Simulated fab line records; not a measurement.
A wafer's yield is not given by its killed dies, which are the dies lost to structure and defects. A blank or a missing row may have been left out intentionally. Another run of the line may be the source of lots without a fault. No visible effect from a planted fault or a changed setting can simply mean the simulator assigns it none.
Comparing a struck lot with a sound one	flow sky130	17 steps out of a route of 708
Sound: wafers L426.2, L426.4, L426.6. Wafers struck: L436.4, L436.5, L436.6. At the end, the cause is stated.
For every step that has rows: the tool of each side, followed by ch and its chambers, followed by its first start. Under that, the readings that differ: sound wafers	struck wafers	difference of the means	sigmas: that difference in standard deviations of wafers without a fault.
alike: a reading whose means differ by less than 2 such deviations, as well as words and numbers matching on both sides. not compared: withheld readings; readings where some wafer has no value; bounds like >300 that might hide an equal value; numbers whose values overlap and for which the record gives no deviation.
A row with sigmas, a row that says differs or no value, or rows on one side alone: a step with any of these is where the two part. Numbers that don't overlap but have no deviation are shown without sigmas and don't part them. A reading missing from all wafers of one side parts the sides only when that side holds two or more wafers.

SKY_LDD_HVP_TW_MEAS_10:
  struck on film-metro-02, day 26 05:16; sound on film-metro-03, day 23 00:07
  alike: LDD_HVP_TW
then, 7 steps without rows for these wafers: SKY_LDD_LDN_DEHYDRATE_00 (time 60 s); SKY_LDD_LDN_HMDS_01 (prime time 60 s); SKY_LDD_LDN_COAT_02 (resist thk 1140 nm); SKY_LDD_LDN_SOFTBAKE_03 (time 60 s); SKY_LDD_LDN_EXPOSE_04 (exposes mask LDNTM, target cd 700 nm); SKY_LDD_LDN_PEB_05; SKY_LDD_LDN_DEVELOP_06 (develop time 60 s).
SKY_LDD_LDN_OVL_MEAS_07:
  struck on overlay-01, day 27 10:18; sound on overlay-02, day 24 06:15
  alike: LDD_LDN_OVL
then, 3 steps without rows for these wafers: SKY_LDD_LDN_IMPLANT_08; SKY_LDD_LDN_IMPLANT_09; SKY_LDD_LDN_IMPLANT_10.
SKY_LDD_LDN_IMPLANT_11:
  sound on implanter-04 ch 0, day 24 06:46; struck on implanter-01 ch 0, day 27 11:10
SKY_LDD_LDN_STRIP_12: strips in O2/N2.
  sound on plasma-asher-02 ch 0,1, day 24 06:53; struck on plasma-asher-04 ch 0,1, day 27 11:16
  alike: drypump-motor-current-A, o2-flow-sccm, oes-product-au, strip-time-to-endpoint-s
  not compared: rf-hours-counter-h
SKY_LDD_LDN_TW_MEAS_13:
  struck on film-metro-03, day 27 11:22; sound on film-metro-03, day 24 06:59
reading	sound	struck	difference	sigmas
LDD_LDN_TW	1482 1474 1476	1591 1593 1596	+116	+10
then, 1 step without rows for these wafers: SKY_LDD_LDN_CLEAN_14 (cleans in SC1/SC2, time 150 s).
-- the record jumps here: 21 days lie between the struck wafers' starts before and after (it left off in module LDD_LDN and takes up again in module PAD_OPEN, whose first step shown is number 708 of the route) --
SKY_PAD_OPEN_PROBE_99:
  struck on prober-01, day 48 20:08; sound on prober-01, day 46 14:40
reading	sound	struck	difference	sigmas
model.etest.tip-sonos.rs-ohm-sq	2700 2693 2657	2315 2313 2320	-367	
  alike: killed_at_M0_to_M3, killed_at_M4_up, killed-at-contacts, killed-at-front-end, killed-at-other, killed-dies, killed-open, killed-short

== WHERE THEY PART ==
SKY_LDD_LDN_TW_MEAS_13 only, going by this record. Later steps at which nothing parts them and some readings are alike: SKY_PAD_OPEN_PROBE_99.

WHY: whatever the simulator had introduced
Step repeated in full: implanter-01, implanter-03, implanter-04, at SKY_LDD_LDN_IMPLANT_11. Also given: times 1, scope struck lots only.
